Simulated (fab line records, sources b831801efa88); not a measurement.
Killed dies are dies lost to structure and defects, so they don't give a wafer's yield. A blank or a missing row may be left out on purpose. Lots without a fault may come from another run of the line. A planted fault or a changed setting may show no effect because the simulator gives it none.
A struck lot beside a sound one | flow sfq_line | 42 steps out of a route of 325
Sound: wafers L620.1, L620.4, L620.5. Struck: wafer L612.1. (L612.3, L612.5 of the same lot were not struck and are left out.) The cause comes at the end.
At each step with rows: each side's tool, then ch and its chambers, then its first start. Under that, the readings that differ: sound wafers | struck wafers | difference of the means | sigmas: that difference in standard deviations of wafers without a fault.
alike: readings whose means differ by less than 2 such deviations, and words and numbers that are the same on both sides. not compared: withheld readings, readings that some wafer has no value for, bounds like >300 that may hide the same value, and numbers for which the record gives no deviation and whose values overlap.
The two part at a step that has a row with sigmas, a row that says differs or no value, or rows on one side only. Numbers that don't overlap but have no deviation are shown without sigmas and don't part them. A reading that every wafer of one side lacks parts them only if that side has two wafers or more.

first, 6 steps without rows for these wafers: SFQ_TRILAYER_L0_VIA_LITHO_COAT_018 (resist thk 62 nm); SFQ_TRILAYER_L0_VIA_LITHO_COAT_013 (resist thk 650 nm); SFQ_TRILAYER_L0_VIA_LITHO_SOFTBAKE_017; SFQ_TRILAYER_L0_VIA_LITHO_EXPOSE_014 (exposes mask L0V, target cd 700 nm); SFQ_TRILAYER_L0_VIA_LITHO_PEB_016 (peb time 60 s); SFQ_TRILAYER_L0_VIA_LITHO_DEVELOP_015 (time 60 s).
SFQ_L0V_OVL_MEAS_903:
  sound on overlay-01, day 12 04:21; struck on overlay-01, day 10 00:44
  alike: L0V_OVL
then, 2 steps without rows for these wafers: SFQ_TRILAYER_L0_VIA_BARC_OPEN_VIA_ETCH_021 (etches BARC in O2, target depth 125 nm, time 41.7 s); SFQ_TRILAYER_L0_VIA_ETCH_VIA_ETCH_016 (etches SiO2 in CHF3, stops on MoNx KI, target depth 80 nm).
SFQ_TRILAYER_L0_VIA_STRIP_STRIP_017: strips in O2.
  sound on rie_metal-03 ch 0,1, day 12 04:28; struck on rie_metal-04 ch 1, day 10 00:52
  alike: drypump_motor_current_A, oes_product_au
  not compared: rf_hours_counter_h
then, 2 steps without rows for these wafers: SFQ_TRILAYER_L0_VIA_STRIP_SOLV_CLEAN_018 (cleans in NMP, time 600 s); SFQ_TRILAYER_M0_DEP_PRE_CLEAN_020 (time 15 s).
SFQ_TRILAYER_M0_DEP_SPUTTER_019: material Nb, target thk 200 nm, time 133.3 s.
  sound on pvd_sputter-03, day 12 05:16; struck on pvd_sputter-04, day 10 01:40
  reading                                             | sound             | struck | difference | sigmas
  model.Nb_of_TRILAYER_M0_DEP_SPUTTER_019.thk_nm (nm) | 202.1 201.6 201.2 | 164.6  | -37.0      |
  alike: base_pressure_pa, cathode_dc_power_W, throttle_valve_pct
SFQ_M0_RS_MEAS_904: measures by four-point-probe.
  sound on film_metro-03, day 12 05:22; struck on film_metro-03, day 10 01:45
  reading           | sound             | struck | difference | sigmas
  M0_NB_RS (ohm/sq) | 0.882 0.884 0.885 | 1.084  | +0.200     | +22
then, 6 steps without rows for these wafers: SFQ_TRILAYER_M0_LITHO_COAT_026 (resist thk 62 nm); SFQ_TRILAYER_M0_LITHO_COAT_021 (resist thk 600 nm); SFQ_TRILAYER_M0_LITHO_SOFTBAKE_025; SFQ_TRILAYER_M0_LITHO_EXPOSE_022 (exposes mask M0, target cd 500 nm); SFQ_TRILAYER_M0_LITHO_PEB_024 (peb time 60 s); SFQ_TRILAYER_M0_LITHO_DEVELOP_023 (time 60 s).
-- the record jumps here: 5 days lie between the struck wafers' starts before and after --
SFQ_M0_OVL_MEAS_906:
  sound on overlay-01, day 17 17:55; struck on overlay-01, day 15 02:57
  alike: M0_OVL
then, 1 step without rows for these wafers: SFQ_TRILAYER_M0_BARC_OPEN_METAL_ETCH_031 (etches BARC in O2, target depth 125 nm, time 41.7 s).
SFQ_TRILAYER_M0_ETCH_METAL_ETCH_024: etches Nb in Cl2/Ar, stops on SiO2, target depth 240 nm, time 120 s.
  sound on rie_metal-04 ch 0, day 17 18:01; struck on rie_metal-04 ch 1, day 15 03:03
  reading               | sound             | struck | difference | sigmas
  oes_product_au (a.u.) | 0.900 0.899 0.894 | 0.795  | -0.103     | -14
  alike: drypump_motor_current_A
  not compared: rf_hours_counter_h
then, 2 steps without rows for these wafers: SFQ_TRILAYER_M0_STRIP_STRIP_025 (strips in O2); SFQ_TRILAYER_M0_STRIP_SOLV_CLEAN_026 (cleans in NMP, time 600 s).
SFQ_TRILAYER_I0_DEP_PECVD_027: deposits SiO2 from SiH4/N2O, time 111.11 s, target thk 500 nm.
  sound on pecvd-02 ch 0,1,2, day 17 18:55; struck on pecvd-02 ch 0, day 15 03:58
  alike: heater_power_w, throttle_valve_pct
SFQ_TRILAYER_I0_CMP_CMP_028: polishes SiO2.
  sound on cmp-02 ch 2,3, day 17 19:00; struck on cmp-01 ch 0, day 15 04:02
  alike: motor_current_A, retaining_ring_pressure_frac, time_to_endpoint_s
SFQ_I0_BOW_MEAS_907:
  sound on film_metro-03, day 17 22:00; struck on film_metro-03, day 15 07:02
  alike: I0_BOW
SFQ_TRILAYER_I0_METRO_MEASURE_029:
  sound on film_metro-03, day 17 22:07; struck on film_metro-03, day 15 07:10
  alike: thk_nm
then, 6 steps without rows for these wafers: SFQ_TRILAYER_I0_VIA_LITHO_COAT_036 (resist thk 62 nm); SFQ_TRILAYER_I0_VIA_LITHO_COAT_031 (resist thk 650 nm); SFQ_TRILAYER_I0_VIA_LITHO_SOFTBAKE_035; SFQ_TRILAYER_I0_VIA_LITHO_EXPOSE_032 (exposes mask I0, target cd 500 nm); SFQ_TRILAYER_I0_VIA_LITHO_PEB_034 (peb time 60 s); SFQ_TRILAYER_I0_VIA_LITHO_DEVELOP_033 (time 60 s).
SFQ_I0_OVL_MEAS_908:
  sound on overlay-02, day 24 18:21; struck on overlay-01, day 15 13:10
  reading     | sound | struck | difference | sigmas
  I0_OVL (nm) | 3 3 2 | -13    | -16        | -2
then, 2 steps without rows for these wafers: SFQ_TRILAYER_I0_VIA_BARC_OPEN_VIA_ETCH_046 (etches BARC in O2, target depth 125 nm, time 41.7 s); SFQ_TRILAYER_I0_VIA_ETCH_VIA_ETCH_034 (etches SiO2 in CHF3, stops on Nb, target depth 260 nm).
SFQ_TRILAYER_I0_VIA_STRIP_STRIP_035: strips in O2.
  sound on rie_metal-01 ch 0, day 24 18:32; struck on rie_metal-01 ch 1, day 15 13:21
  reading                     | sound       | struck | difference | sigmas
  drypump_motor_current_A (A) | 5.3 5.3 5.3 | 6.3    | +1.0       | +2
  alike: oes_product_au
  not compared: rf_hours_counter_h
then, 2 steps without rows for these wafers: SFQ_TRILAYER_I0_VIA_STRIP_SOLV_CLEAN_036 (cleans in NMP, time 600 s); SFQ_TRILAYER_M1_DEP_PRE_CLEAN_038 (time 22.5 s).
-- the record jumps here: 62 days lie between the struck wafers' starts before and after --
SFQ_M8_BOW_MEAS_951:
  sound on film_metro-04, day 78 20:00; struck on film_metro-03, day 77 21:12
  reading                 | sound                | struck | difference | sigmas
  model.etest.m0.ohm_um   | 1.762 1.762 1.77     | 2.164  | +0.399     |
  model.etest.m0.ohm_sq   | 0.8803 0.8822 0.8843 | 1.081  | +0.199     |
  model.etest.i0.link_ohm | 1.94 1.946 1.952     | 2.152  | +0.206     |
  alike: M8_BOW

WHERE THEY PART
First at SFQ_M0_RS_MEAS_904; last, within this record, at SFQ_TRILAYER_I0_VIA_STRIP_STRIP_035. Later steps at which nothing parts them and some readings are alike: SFQ_M8_BOW_MEAS_951.

WHY: what the simulator had put in
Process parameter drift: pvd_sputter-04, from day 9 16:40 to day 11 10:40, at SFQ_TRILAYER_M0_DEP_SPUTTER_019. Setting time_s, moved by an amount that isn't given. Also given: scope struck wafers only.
